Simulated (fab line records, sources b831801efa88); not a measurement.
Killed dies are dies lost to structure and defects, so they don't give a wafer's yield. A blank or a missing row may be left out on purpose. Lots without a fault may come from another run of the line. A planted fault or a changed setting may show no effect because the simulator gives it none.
Problem report in the 8D (eight disciplines) form, filled by code | flow sky130 | the parts of the form that need people (team, actions taken, sign-off) are left out

1. THE PROBLEM
plate_temp_C at SKY_VIA1_SOFTBAKE_08 reads a mean of 96.05 C on 6 wafers of 2 lots; wafers without a fault read 99.98 C with a standard deviation of 0.11. That is -36 standard deviations from the usual mean.
The step: time 90 s.
First seen on wafer L769.2, day 37 03:00, on litho_track-04. The record holds 18 wafers of 6 lots with a number at this step. Rule for "out", or "out of limits": more than 4 standard deviations from the usual mean. The other wafers with a number count as sound.

2. WHAT IT IS AND WHAT IT IS NOT
question                    | is                                 | is not
which readings at this step | plate_temp_C, heater_power_total_W | -
which lots                  | L769, L770                         | L762, L764, L774, L776
which wafers of those lots  | all that have a number             | -
read on which tools         | litho_track-04                     | litho_track-02, litho_track-03
when                        | from day 37 03:00                  | up to then (6 sound wafers); but 6 sound wafers of L774, L776 came after

3. SUSPECTS, AND WHAT RULES EACH OUT
Counting: a tool at a process step up to the reading stays a suspect if it ran every lot that is out and no sound lot after the first of them.
- litho_track-04 at SKY_VIA1_SOFTBAKE_08 (time 90 s): kept. It ran every lot that is out, first L769 (day 37 03:00), and no sound lot after that; its last sound lot up to then is L762 (day 34 15:00). Its own readings are out on those wafers: heater_power_total_W, plate_temp_C.
Left after counting: litho_track-04 at SKY_VIA1_SOFTBAKE_08.

4. THE CAUSE (what the simulator had put in)
Process parameter drift: litho_track-04, from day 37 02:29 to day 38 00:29, at SKY_VIA1_SOFTBAKE_08. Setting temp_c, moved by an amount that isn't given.
Counting left only this tool.

5. THE CHAIN OF EFFECTS, in route order
Each row: a reading whose mean over the struck wafers that have a number lies more than 3 standard deviations from the usual. Only readings for which the record gives a usual standard deviation are gone through. hours: the time from each lot's start at the first step in this table that gives one to its start at this step, as a median over the lots. sigmas: the change in usual standard deviations.
hours | step                 | reading              | usual   | on struck wafers | change | sigmas
0     | SKY_VIA1_SOFTBAKE_08 | heater_power_total_W | 57.36 W | 54.27            | -3.09  | -26
0     | SKY_VIA1_SOFTBAKE_08 | plate_temp_C         | 99.98 C | 96.05            | -3.94  | -36
The process steps in it:
- SKY_VIA1_SOFTBAKE_08: time 90 s.
Later measuring or inspecting steps at which every struck wafer that the step has a row for has a number for every such reading, and none has moved that far: SKY_VIA1_CD_MEAS_12, SKY_VIA1_OVL_MEAS_13.

6. WHAT WOULD HAVE CAUGHT IT SOONER
In this record the first reading out of limits was taken at day 37 03:00, 1 hour after the fault began at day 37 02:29.
